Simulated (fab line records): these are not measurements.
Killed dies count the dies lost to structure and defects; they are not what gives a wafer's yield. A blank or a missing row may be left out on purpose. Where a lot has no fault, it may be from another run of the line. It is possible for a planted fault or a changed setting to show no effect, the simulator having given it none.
fab line records	flow sky130
record lots=7	wafers=21	last-day=50
route steps=708 shown RES_XHIGH@339 SD_N@342 SD_P@359 PAD_OPEN@708
lots that met no fault: taken from a fault-free run of the same line
start-h: start of the lot's first displayed wafer, in hours after the record's first day	wait-h: hours elapsed since this lot's preceding step	" as in the row above	L1.1+2: one row covering several wafers at once	- no value, or no start was given	* or withheld: withheld	< > ~ a bound
route shown NAME@n: NAME is a module with steps in the file, n the number in the route of the first one	usual: mean/standard deviation taken from wafers without a fault	same: alike in all rows	chamber/n: place in a boat	sites: the reading at each site	_std_site: standard deviation across them	_edge_site: the outer-site mean with the inner-site mean subtracted	radius-mm: how far each site lies from the wafer's centre	mask NAME#n: copy n	behind: the tool/chamber that last shaped the wafer	hold: cause of the lot's hold/its duration in hours/its outcome	device: the transistor (n, p or np) that didn't switch	end of line: the route-end tests of the same wafers	for a step that has no rows: nothing shown but its recipe	killed: not the wafer's yield, but the dies lost to structure and defects at the first sort	map: shows each die of a wafer: x if killed, . if not, _ if none is there
set.NAME: the setting the step ran with; set.NAME@STEP: the setting that earlier step ran with	model.NAME: the simulator's own value behind a step, which no gauge read
certain route steps with their lots: each step a table, each wafer a row
services: when a tool's chamber went out of use (start-h, in hours from the record's first day, below 0 if earlier), for how many hours, and the reason
## steps
# step SKY_RES_XHIGH_IMPLANT_07
# recipe species=BF2	energy-kev=20	dose-cm2=3.6e+14	tilt-deg=0
# step SKY_RES_XHIGH_STRIP_08
# recipe chemistry=O2/N2	power-w=1400	pressure-mtorr=1500	platen-temp-c=withheld	o2-flow-sccm=3000	n2-flow-sccm=300	overash-fraction=0.5
# usual drypump-motor-current-A=5.6/0.44	oes-product-au=0.711/0.0048	strip-time-to-endpoint-s=14.28/0.036
lot.wafer	tool	chamber	start-h	wait-h	drypump-motor-current-A	oes-product-au	rf-hours-counter-h	strip-time-to-endpoint-s
L895.1	plasma-asher-03	1	618.09	0.1	5.4	0.703	91	14.31
L895.4	"	0	"	"	6.0	0.705	-	14.26
L895.5	"	1	"	"	5.4	0.707	-	14.27
L898.1	plasma-asher-02	1	646.59	0.1	4.8	0.706	81	14.30
L898.3	"	1	"	"	4.8	0.711	-	14.24
L898.6	"	1	"	"	4.8	0.716	-	14.29
L906.1	plasma-asher-02	1	714.12	0.1	4.8	0.709	89	14.27
L906.3	"	1	"	"	4.8	0.702	-	14.32
L906.5	"	0	"	"	5.8	0.714	-	14.29
L908.2	plasma-asher-02	1	737.03	0.2	4.8	0.712	91	14.28
L908.4	"	1	"	"	4.8	0.714	-	14.30
L908.5	"	0	"	"	5.7	0.722	-	14.27
L909.2	plasma-asher-03	1	749.52	0.1	5.4	0.706	1	14.28
L909.4	"	0	"	"	6.0	0.711	-	14.24
L909.6	"	0	"	"	6.0	0.708	-	14.23
L917.2	plasma-asher-03	1	796.34	0.1	5.4	0.705	5	14.26
L917.4	"	1	"	"	5.4	0.713	-	14.21
L917.5	"	1	"	"	5.4	0.702	-	14.27
L916.2	plasma-asher-03	1	799.40	0.1	5.4	0.711	6	14.26
L916.3	"	0	"	"	6.0	0.720	-	14.25
L916.4	"	1	"	"	5.4	0.708	-	14.26
# step SKY_RES_XHIGH_TW_MEAS_09
# usual RES_XHIGH_TW=1637/11
lot.wafer	tool	chamber	start-h	wait-h	RES_XHIGH_TW
L895.1	film-metro-01	-	618.19	0.1	1627
L895.4	"	-	"	"	1617
L895.5	"	-	"	"	1627
L898.1	film-metro-01	-	646.69	0.1	1637
L898.3	"	-	"	"	1636
L898.6	"	-	"	"	1633
L906.1	film-metro-01	-	714.22	0.1	1626
L906.3	"	-	"	"	1625
L906.5	"	-	"	"	1635
L908.2	film-metro-03	-	737.14	0.1	1644
L908.4	"	-	"	"	1639
L908.5	"	-	"	"	1646
L909.2	film-metro-03	-	749.63	0.1	1637
L909.4	"	-	"	"	1645
L909.6	"	-	"	"	1648
L917.2	film-metro-01	-	796.45	0.1	1620
L917.4	"	-	"	"	1619
L917.5	"	-	"	"	1616
L916.2	film-metro-03	-	799.51	0.1	1636
L916.3	"	-	"	"	1640
L916.4	"	-	"	"	1635
# step SKY_SD_N_DEHYDRATE_00
# recipe temp-c=200	time-s=60
# step SKY_SD_N_HMDS_01
# recipe prime-time-s=60	prime-temp-c=120
# step SKY_SD_N_COAT_02
# recipe resist=NOVOLAK	spin-rpm=3000	resist-thk-nm=1140
# step SKY_SD_N_SOFTBAKE_03
# recipe temp-c=90	time-s=60	resist=NOVOLAK
# step SKY_SD_N_EXPOSE_04
# recipe mask-id=NSDM	na=0.6	source-shape=conventional	sigma-outer=0.6	polarization=unpolarized	target-cd-nm=380	dose-mj=141
# step SKY_SD_N_PEB_05
# recipe temp-c=withheld	time-s=*	resist=NOVOLAK
# step SKY_SD_N_DEVELOP_06
# recipe resist=NOVOLAK	developer=TMAH	develop-time-s=60	dev-temp-c=23
# step SKY_SD_N_CD_MEAS_07
# recipe target-cd-nm=380
# usual cd-nm=380.0/2.6
lot.wafer	tool	chamber	start-h	wait-h	cd-nm
L895.1	cd-sem-01	-	647.52	0.1	381.1
L895.4	"	-	"	"	384.3
L895.5	"	-	"	"	381.7
L898.1	cd-sem-01	-	674.77	0.1	378.1
L898.3	"	-	"	"	377.4
L898.6	"	-	"	"	379.1
L906.1	cd-sem-01	-	741.67	0.2	375.7
L906.3	"	-	"	"	376.8
L906.5	"	-	"	"	379.9
L908.2	cd-sem-02	-	764.59	0.1	380.5
L908.4	"	-	"	"	382.8
L908.5	"	-	"	"	383.9
L909.2	cd-sem-02	-	775.99	0.1	379.1
L909.4	"	-	"	"	378.7
L909.6	"	-	"	"	380.8
L917.2	cd-sem-02	-	823.32	0.1	381.8
L917.4	"	-	"	"	381.4
L917.5	"	-	"	"	381.8
L916.2	cd-sem-02	-	825.79	0.1	378.9
L916.3	"	-	"	"	381.0
L916.4	"	-	"	"	379.8
# step SKY_SD_N_OVL_MEAS_08
# usual SD_N_OVL=-0.9/1.2
lot.wafer	tool	chamber	start-h	wait-h	SD_N_OVL[nm]
L895.1	overlay-02	-	647.64	0.1	0.5
L895.4	"	-	"	"	-0.9
L895.5	"	-	"	"	0.8
L898.1	overlay-02	-	674.89	0.1	0.0
L898.3	"	-	"	"	-0.2
L898.6	"	-	"	"	0.3
L906.1	overlay-01	-	741.79	0.1	-0.1
L906.3	"	-	"	"	0.5
L906.5	"	-	"	"	-0.5
L908.2	overlay-01	-	764.70	0.1	-1.4
L908.4	"	-	"	"	-2.1
L908.5	"	-	"	"	-3.1
L909.2	overlay-01	-	776.10	0.1	-2.0
L909.4	"	-	"	"	-0.3
L909.6	"	-	"	"	-1.6
L917.2	overlay-02	-	823.42	0.1	-0.9
L917.4	"	-	"	"	-2.3
L917.5	"	-	"	"	-1.2
L916.2	overlay-01	-	825.90	0.1	0.5
L916.3	"	-	"	"	0.5
L916.4	"	-	"	"	-0.5
# step SKY_SD_N_IMPLANT_09
# recipe species=As	energy-kev=50	dose-cm2=4e+15	tilt-deg=0
# usual beam-energy-keV=49.999/0.015	beam-on-s=17.1/1.5	dose-ions-cm2=4e+15/4.3e+12
lot.wafer	tool	chamber	start-h	wait-h	beam-energy-keV	beam-on-s	dose-ions-cm2
L895.1	implanter-01	0	647.68	0.0	49.992	15.1	3.989e+15
L895.4	"	0	"	"	49.987	15.3	4.002e+15
L895.5	"	0	"	"	50.011	14.8	3.997e+15
L898.1	implanter-04	0	674.93	0.0	50.011	16.8	4.005e+15
L898.3	"	0	"	"	50.007	17.3	3.993e+15
L898.6	"	0	"	"	50.012	16.7	3.993e+15
L906.1	implanter-04	0	741.83	0.0	49.983	21.9	5.524e+15
L906.3	"	0	"	"	49.978	23.2	5.527e+15
L906.5	"	0	"	"	50.004	23.8	5.53e+15
L908.2	implanter-04	0	764.75	0.0	49.981	23.5	5.533e+15
L908.4	"	0	"	"	49.987	23.5	5.529e+15
L908.5	"	0	"	"	49.982	24.4	5.527e+15
L909.2	implanter-04	0	776.16	0.0	49.988	23.1	5.524e+15
L909.4	"	0	"	"	49.993	23.4	5.525e+15
L909.6	"	0	"	"	49.979	24.0	5.522e+15
L917.2	implanter-03	0	823.48	0.0	50.031	19.1	4.003e+15
L917.4	"	0	"	"	50.027	19.6	4.003e+15
L917.5	"	0	"	"	50.033	18.9	3.999e+15
L916.2	implanter-04	0	825.95	0.0	50.002	16.7	3.998e+15
L916.3	"	0	"	"	49.984	16.7	3.99e+15
L916.4	"	0	"	"	49.985	16.4	3.997e+15
# step SKY_SD_N_IMPLANT_10
# recipe species=P	energy-kev=20	dose-cm2=1e+14	tilt-deg=0
# step SKY_SD_N_STRIP_11
# recipe chemistry=O2/N2	power-w=1400	pressure-mtorr=1500	platen-temp-c=withheld	o2-flow-sccm=3000	n2-flow-sccm=300	overash-fraction=0.5
# usual drypump-motor-current-A=5.6/0.47	oes-product-au=0.528/0.0048	strip-time-to-endpoint-s=22.55/0.032
lot.wafer	tool	chamber	start-h	wait-h	drypump-motor-current-A	oes-product-au	rf-hours-counter-h	strip-time-to-endpoint-s
L895.1	plasma-asher-01	0	647.98	0.1	6.1	0.525	53	22.60
L895.4	"	1	"	"	5.6	0.520	-	22.55
L895.5	"	1	"	"	5.5	0.528	-	22.60
L898.1	plasma-asher-04	0	675.23	0.1	6.2	0.525	22	22.51
L898.3	"	1	"	"	5.5	0.520	-	22.55
L898.6	"	1	"	"	5.5	0.534	-	22.53
L906.1	plasma-asher-02	1	742.13	0.1	4.8	0.512	92	23.47
L906.3	"	0	"	"	5.7	0.515	-	23.47
L906.5	"	1	"	"	4.8	0.519	-	23.49
L908.2	plasma-asher-02	0	765.03	0.1	5.7	0.516	94	23.48
L908.4	"	1	"	"	4.8	0.515	-	23.48
L908.5	"	0	"	"	5.8	0.515	-	23.46
L909.2	plasma-asher-02	1	776.43	0.1	4.8	0.513	95	23.52
L909.4	"	1	"	"	4.8	0.515	-	23.49
L909.6	"	0	"	"	5.8	0.513	-	23.47
L917.2	plasma-asher-04	0	823.75	0.1	6.2	0.528	37	22.48
L917.4	"	1	"	"	5.5	0.522	-	22.51
L917.5	"	1	"	"	5.5	0.527	-	22.51
L916.2	plasma-asher-02	0	826.23	0.1	5.8	0.522	100	22.54
L916.3	"	1	"	"	4.8	0.536	-	22.57
L916.4	"	0	"	"	5.7	0.531	-	22.58
# step SKY_SD_N_TW_MEAS_12
# usual SD_N_TW=3980/29
lot.wafer	tool	chamber	start-h	wait-h	SD_N_TW
L895.1	film-metro-03	-	648.08	0.1	4020
L895.4	"	-	"	"	3990
L895.5	"	-	"	"	4004
L898.1	film-metro-01	-	675.33	0.1	3960
L898.3	"	-	"	"	3949
L898.6	"	-	"	"	3969
L906.1	film-metro-02	-	742.23	0.1	4042
L906.3	"	-	"	"	4051
L906.5	"	-	"	"	4038
L908.2	film-metro-01	-	765.14	0.1	3962
L908.4	"	-	"	"	3955
L908.5	"	-	"	"	3987
L909.2	film-metro-03	-	776.54	0.1	4041
L909.4	"	-	"	"	4039
L909.6	"	-	"	"	4030
L917.2	film-metro-03	-	823.86	0.1	4004
L917.4	"	-	"	"	3969
L917.5	"	-	"	"	3953
L916.2	film-metro-02	-	826.34	0.1	4000
L916.3	"	-	"	"	4013
L916.4	"	-	"	"	4027
# step SKY_SD_N_CLEAN_13
# recipe chemistry=SC1/SC2	mix=1:4:20	temp-c=70	time-s=150	dry=n2-spin
# step SKY_SD_N_RTA_14
# recipe temp-c=1075	time-s=2	idle-temp-c=650	ramp-up-c-per-s=150	ramp-down-c-per-s=90	ambient=N2
# usual lamp-power-pct=15.74/0.05	wafer_temp_C_max=1078.0/1.3
lot.wafer	tool	chamber	start-h	wait-h	lamp-power-pct	wafer_temp_C_max
L895.1	rtp-anneal-01	0	648.20	0.0	15.83	1076.0
L895.4	"	0	"	"	15.71	1077.2
L895.5	"	0	"	"	15.77	1079.4
L898.1	rtp-anneal-02	0	675.44	0.0	15.68	1076.9
L898.3	"	0	"	"	15.70	1079.9
L898.6	"	0	"	"	15.73	1079.2
L906.1	rtp-anneal-02	0	742.34	0.0	15.74	1076.2
L906.3	"	0	"	"	15.69	1079.5
L906.5	"	0	"	"	15.75	1078.3
L908.2	rtp-anneal-02	0	765.25	0.0	15.73	1077.3
L908.4	"	0	"	"	15.76	1077.5
L908.5	"	0	"	"	15.77	1078.4
L909.2	rtp-anneal-01	0	776.65	0.0	15.81	1078.0
L909.4	"	0	"	"	15.73	1078.5
L909.6	"	0	"	"	15.66	1077.0
L917.2	rtp-anneal-02	0	823.97	0.0	15.79	1080.0
L917.4	"	0	"	"	15.78	1077.3
L917.5	"	0	"	"	15.72	1080.1
L916.2	rtp-anneal-01	0	826.45	0.0	15.73	1079.2
L916.3	"	0	"	"	15.72	1076.8
L916.4	"	0	"	"	15.77	1079.0
# step SKY_SD_N_RS_MEAS_16
# recipe thk-meas-gauge=four-point-probe
# usual SD_N_RS=68.55/0.16
lot.wafer	tool	chamber	start-h	wait-h	SD_N_RS[ohm/sq]
L895.1	film-metro-01	-	648.37	0.1	68.50
L895.4	"	-	"	"	68.32
L895.5	"	-	"	"	68.37
L898.1	film-metro-03	-	675.61	0.1	68.63
L898.3	"	-	"	"	68.63
L898.6	"	-	"	"	68.55
L906.1	film-metro-01	-	742.51	0.1	65.96
L906.3	"	-	"	"	66.01
L906.5	"	-	"	"	65.88
L908.2	film-metro-02	-	765.43	0.1	66.15
L908.4	"	-	"	"	66.29
L908.5	"	-	"	"	66.29
L909.2	film-metro-01	-	776.83	0.1	65.92
L909.4	"	-	"	"	65.87
L909.6	"	-	"	"	65.92
L917.2	film-metro-02	-	824.16	0.1	68.72
L917.4	"	-	"	"	68.66
L917.5	"	-	"	"	68.62
L916.2	film-metro-03	-	826.63	0.1	68.45
L916.3	"	-	"	"	68.66
L916.4	"	-	"	"	68.54
# step SKY_SD_N_RS_MEAS_17
# recipe thk-meas-gauge=four-point-probe
# usual SD_P_RS=147.0/0.43
lot.wafer	tool	chamber	start-h	wait-h	SD_P_RS[ohm/sq]
L895.1	film-metro-01	-	648.49	0.1	146.8
L895.4	"	-	"	"	146.6
L895.5	"	-	"	"	146.4
L898.1	film-metro-03	-	675.73	0.1	147.6
L898.3	"	-	"	"	147.4
L898.6	"	-	"	"	147.0
L906.1	film-metro-01	-	742.63	0.1	146.2
L906.3	"	-	"	"	146.4
L906.5	"	-	"	"	146.2
L908.2	film-metro-02	-	765.55	0.1	146.7
L908.4	"	-	"	"	147.0
L908.5	"	-	"	"	146.9
L909.2	film-metro-01	-	776.95	0.1	146.1
L909.4	"	-	"	"	146.0
L909.6	"	-	"	"	146.4
L917.2	film-metro-02	-	824.28	0.1	147.4
L917.4	"	-	"	"	147.0
L917.5	"	-	"	"	147.2
L916.2	film-metro-03	-	826.75	0.1	147.1
L916.3	"	-	"	"	147.7
L916.4	"	-	"	"	146.8
# step SKY_PAD_OPEN_PROBE_99
# usual killed_at_M0_to_M3=44/7.3	killed_at_M4_up=3.1/1.6	killed-at-contacts=24/5.4	killed-at-front-end=15/4	killed-at-other=0.2/0.49	killed-dies=86/10	killed-open=48/7.3	killed-short=38/6.3
# same gross-dies=492	killed-at-back-side=0
lot.wafer	tool	chamber	start-h	wait-h	killed_at_M0_to_M3	killed_at_M4_up	killed-at-contacts	killed-at-front-end	killed-at-other	killed-dies	killed-open	killed-short	model.etest.res-ndiff.line-ohm-um	model.etest.sonos-uncharged.r-on-ohm-um	model.etest.licon-ndiff.rc-ohm	model.etest.res-ndiff-hv.rs-ohm-sq	model.etest.res-ndiff.rs-ohm-sq
L895.1	prober-01	-	1076.52	0.1	49	4	23	6	0	82	43	39	744.8	804.5	176.2	111.6	119.4
L895.4	prober-01	-	1076.67	0.2	39	3	25	14	0	81	40	41	760.6	834.5	180.1	112.2	118.7
L895.5	prober-01	-	1076.72	0.2	42	4	24	13	0	83	52	31	753.4	801.2	183.2	111.6	119.3
L898.1	prober-02	-	1094.31	0.1	45	1	22	20	0	88	50	38	748	808.4	185.6	115.3	121
L898.3	prober-02	-	1094.41	0.2	56	4	22	22	1	105	49	56	748.2	817.6	185.3	113.9	120.9
L898.6	prober-02	-	1094.56	0.2	39	0	19	15	1	74	40	34	754.2	807.3	194.3	114.9	121.7
L906.1	prober-02	-	1144.01	0.1	44	2	20	6	0	72	41	31	725.4	802.5	170.3	107.3	112.7
L906.3	prober-02	-	1144.11	0.2	43	4	26	16	0	89	44	45	714.8	763.2	164	107.1	113.1
L906.5	prober-02	-	1144.21	0.2	34	2	24	12	1	73	36	37	714.9	782.3	171.4	107.1	112.8
L908.2	prober-02	-	1161.03	0.1	42	1	17	7	0	67	36	31	721.4	792.2	167.5	105.4	111.9
L908.4	prober-02	-	1161.13	0.2	51	3	14	9	1	78	42	36	724	784.9	168.5	107.3	111.6
L908.5	prober-02	-	1161.18	0.2	34	2	15	11	0	62	31	31	723.4	785.6	163.6	106.5	112.1
L909.2	prober-01	-	1165.59	0.1	53	7	26	17	0	103	52	51	691.5	785.6	167.4	106	111.8
L909.4	prober-01	-	1165.69	0.2	48	4	32	18	2	104	61	43	699.9	794.5	164.6	105.6	113.3
L909.6	prober-01	-	1165.79	0.2	42	3	29	12	0	86	44	42	690.6	792.9	170.2	105.7	111.7
L917.2	prober-01	-	1195.44	0.1	37	3	25	13	1	79	50	29	763.3	802.9	182.8	115.2	121.2
L917.4	prober-01	-	1195.54	0.2	56	3	28	16	0	103	49	54	771.3	818.3	176.9	116.1	120.9
L917.5	prober-01	-	1195.59	0.2	50	4	29	17	0	100	61	39	766.3	808.2	184.4	114.8	121.7
L916.2	prober-02	-	1197.67	0.1	32	6	34	17	0	89	52	37	738.3	797.4	197.3	110.8	116.9
L916.3	prober-02	-	1197.72	0.2	60	2	24	12	0	98	52	46	731	780.6	188.9	110.8	116.3
L916.4	prober-02	-	1197.77	0.2	50	5	35	12	0	102	66	36	737.3	814.3	186.2	111	115.9
# killed by level:class
L895.1 VIA1:geometric-particle:open=14 CONTACT:geometric-particle:open=9 VIA3:geometric-particle:open=6 METAL1:geometric-particle:short=5 VIA1:geometric-particle:short=5 METAL2:geometric-particle:short=4 METAL3:geometric-particle:short=4 VIA3:geometric-particle:short=4
L895.4 CONTACT:geometric-particle:open=8 VIA1:geometric-particle:open=8 LI_CONTACT:geometric-particle:open=5 METAL1:geometric-particle:short=5 FIELD_ISO:geometric-particle:short=4 POLY_GATE:geometric-particle:open=4 POLY_GATE:geometric-particle:short=4 LI_CONTACT:geometric-particle:short=4
L895.5 VIA1:geometric-particle:open=11 LI_CONTACT:geometric-particle:open=10 VIA3:geometric-particle:open=9 CONTACT:geometric-particle:open=7 METAL1:geometric-particle:short=6 POLY_GATE:geometric-particle:short=4 VIA1:geometric-particle:short=4 VIA2:geometric-particle:open=4
L898.1 VIA3:geometric-particle:open=12 CONTACT:geometric-particle:open=10 POLY_GATE:geometric-particle:short=7 VIA1:geometric-particle:open=7 METAL1:geometric-particle:short=6 POLY_GATE:geometric-particle:open=5 LI_CONTACT:geometric-particle:open=5 METAL2:geometric-particle:short=5
L898.3 VIA2:geometric-particle:open=13 METAL2:geometric-particle:short=11 LOCAL_INTERCONNECT:geometric-particle:short=8 VIA3:geometric-particle:open=7 CONTACT:geometric-particle:open=7 FIELD_ISO:geometric-particle:short=6 VIA1:geometric-particle:open=6 POLY_GATE:geometric-particle:open=5
L898.6 VIA3:geometric-particle:open=8 CONTACT:geometric-particle:open=7 VIA1:geometric-particle:open=6 METAL2:geometric-particle:short=6 VIA1:geometric-particle:short=5 VIA2:geometric-particle:short=5 FIELD_ISO:geometric-particle:short=4 FIELD_ISO:geometric-particle:open=4
L906.1 VIA1:geometric-particle:open=10 CONTACT:geometric-particle:open=9 METAL2:geometric-particle:short=8 VIA2:geometric-particle:open=8 LI_CONTACT:geometric-particle:open=4 CONTACT:geometric-particle:short=4 METAL1:geometric-particle:short=4 VIA3:geometric-particle:open=4
L906.3 CONTACT:geometric-particle:open=12 VIA1:geometric-particle:short=8 VIA1:geometric-particle:open=8 CONTACT:geometric-particle:short=7 LI_CONTACT:geometric-particle:open=6 METAL1:geometric-particle:short=6 FIELD_ISO:geometric-particle:open=5 METAL2:geometric-particle:short=5
L906.5 CONTACT:geometric-particle:open=8 VIA2:geometric-particle:open=6 LOCAL_INTERCONNECT:geometric-particle:short=6 VIA1:geometric-particle:open=6 METAL2:geometric-particle:short=6 POLY_GATE:geometric-particle:short=5 CONTACT:geometric-particle:short=4 VIA1:geometric-particle:short=4
L908.2 VIA1:geometric-particle:open=10 CONTACT:geometric-particle:open=7 METAL1:geometric-particle:short=7 METAL2:geometric-particle:short=6 LI_CONTACT:geometric-particle:open=5 VIA2:geometric-particle:open=5 VIA3:geometric-particle:open=4 CONTACT:geometric-particle:short=3
L908.4 VIA1:geometric-particle:open=16 METAL1:geometric-particle:short=8 VIA3:geometric-particle:open=7 CONTACT:geometric-particle:open=5 VIA1:geometric-particle:short=5 METAL2:geometric-particle:short=4 VIA2:geometric-particle:open=4 FIELD_ISO:geometric-particle:short=3
L908.5 METAL1:geometric-particle:short=7 CONTACT:geometric-particle:open=6 VIA2:geometric-particle:open=6 VIA1:geometric-particle:open=5 LI_CONTACT:geometric-particle:open=5 METAL3:geometric-particle:short=4 POLY_GATE:geometric-particle:open=3 LOCAL_INTERCONNECT:geometric-particle:short=3
L909.2 VIA1:geometric-particle:open=14 CONTACT:geometric-particle:open=11 VIA2:geometric-particle:open=7 METAL3:geometric-particle:short=6 VIA2:geometric-particle:short=6 CONTACT:geometric-particle:short=6 VIA1:geometric-particle:short=6 METAL4:geometric-particle:short=6
L909.4 CONTACT:geometric-particle:open=16 VIA1:geometric-particle:open=15 VIA3:geometric-particle:open=8 POLY_GATE:geometric-particle:short=6 CONTACT:geometric-particle:short=5 LI_CONTACT:geometric-particle:open=5 VIA1:geometric-particle:short=5 POLY_GATE:geometric-particle:open=4
L909.6 CONTACT:geometric-particle:open=11 VIA1:geometric-particle:open=10 LI_CONTACT:geometric-particle:open=8 METAL1:geometric-particle:short=6 VIA1:geometric-particle:short=6 POLY_GATE:geometric-particle:short=5 CONTACT:geometric-particle:short=5 VIA2:geometric-particle:open=5
L917.2 CONTACT:geometric-particle:open=15 VIA1:geometric-particle:open=8 VIA3:geometric-particle:open=6 LI_CONTACT:geometric-particle:open=5 METAL1:geometric-particle:short=5 VIA2:geometric-particle:open=5 FIELD_ISO:geometric-particle:open=3 POLY_GATE:geometric-particle:open=3
L917.4 VIA1:geometric-particle:open=12 VIA1:geometric-particle:short=9 CONTACT:geometric-particle:open=8 VIA3:geometric-particle:open=8 METAL1:geometric-particle:short=7 FIELD_ISO:geometric-particle:open=6 LOCAL_INTERCONNECT:geometric-particle:short=6 CONTACT:geometric-particle:short=6
L917.5 VIA1:geometric-particle:open=13 VIA2:geometric-particle:open=12 CONTACT:geometric-particle:open=10 VIA3:geometric-particle:open=8 CONTACT:geometric-particle:short=7 POLY_GATE:geometric-particle:short=6 POLY_GATE:geometric-particle:open=4 LI_CONTACT:geometric-particle:open=4
L916.2 CONTACT:geometric-particle:open=15 LI_CONTACT:geometric-particle:open=10 METAL1:geometric-particle:short=7 VIA1:geometric-particle:open=7 VIA2:geometric-particle:open=6 POLY_GATE:geometric-particle:open=5 LOCAL_INTERCONNECT:geometric-particle:short=5 METAL4:geometric-particle:short=5
L916.3 VIA1:geometric-particle:open=15 CONTACT:geometric-particle:open=11 VIA1:geometric-particle:short=9 METAL1:geometric-particle:short=7 VIA2:geometric-particle:open=6 METAL2:geometric-particle:short=6 POLY_GATE:geometric-particle:short=4 LI_CONTACT:geometric-particle:short=4
L916.4 CONTACT:geometric-particle:open=17 VIA1:geometric-particle:open=15 LI_CONTACT:geometric-particle:open=13 VIA2:geometric-particle:open=7 VIA1:geometric-particle:short=6 VIA3:geometric-particle:open=6 POLY_GATE:geometric-particle:short=4 METAL1:geometric-particle:short=4
## services
tool	chamber	start-h	hours	kind
plasma-asher-02	-	600.78	2.1	repair
implanter-04	-	656.88	6.4	pm
plasma-asher-04	-	658.64	3.5	repair
implanter-01	-	658.85	7.4	repair
implanter-03	-	667.19	4.3	pm
plasma-asher-03	-	667.47	14.6	pm
implanter-04	-	695.14	3.9	pm
plasma-asher-01	-	704.31	2.8	pm
rtp-anneal-02	-	706.58	4.1	pm
implanter-01	-	709.01	2.6	repair
implanter-01	-	718.69	11.9	repair
plasma-asher-03	-	733.75	9.0	pm
plasma-asher-03	0	733.75	9.0	vent-cycle
plasma-asher-03	1	733.75	9.0	vent-cycle
rtp-anneal-01	-	736.41	3.9	pm
plasma-asher-04	-	736.68	0.8	repair
implanter-03	-	759.45	3.1	pm
implanter-01	-	762.19	0.5	repair
implanter-01	-	778.00	16.3	repair
plasma-asher-02	-	784.55	1.7	repair
implanter-03	-	795.81	1.5	repair
implanter-03	-	802.00	2.9	repair
plasma-asher-03	-	804.25	0.6	repair
implanter-01	-	824.10	2.9	pm
## key
first-sign step=SKY_SD_N_IMPLANT_09	reading=dose-ions-cm2	direction=up	sigmas=99+	usual=*	struck=*
effect step=SKY_SD_N_IMPLANT_09	reading=beam-on-s	direction=up	sigmas=4.3	usual=17.1	struck=23.4
effect step=SKY_SD_N_STRIP_11	reading=strip-time-to-endpoint-s	direction=up	sigmas=29	usual=*	struck=*
effect step=SKY_SD_N_TW_MEAS_12	reading=SD_N_TW	direction=up	sigmas=1.3	usual=3980	struck=4016
effect step=SKY_SD_N_RS_MEAS_16	reading=SD_N_RS	direction=down	sigmas=16	usual=68.55	struck=66.03
model-effect step=SKY_PAD_OPEN_PROBE_99	value=etest.res-ndiff.line-ohm-um	without=765.8	struck=711.8
met-at SKY_SD_N_IMPLANT_09
struck-wafers L906.1,L906.3,L906.5,L908.2,L908.4,L908.5,L909.2,L909.4,L909.6
tester-left-out L906,L908,L909
onset-between 674.93 741.83
fault kind=process-parameter-drift	tool=implanter-04	chamber=-	onset-h=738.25	steps=SKY_SD_N_IMPLANT_09	channel=dose-cm2	offset=*	shape=step	end-h=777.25	acts-in=*	stated=*
# tester-left-out: of these lots the tester's yield and bins aren't shown, on N5 and GAA mostly nor the transistor test; their killed dies are dies lost to structure and defects alone, not to doping, threshold or leakage, so they don't give the yield
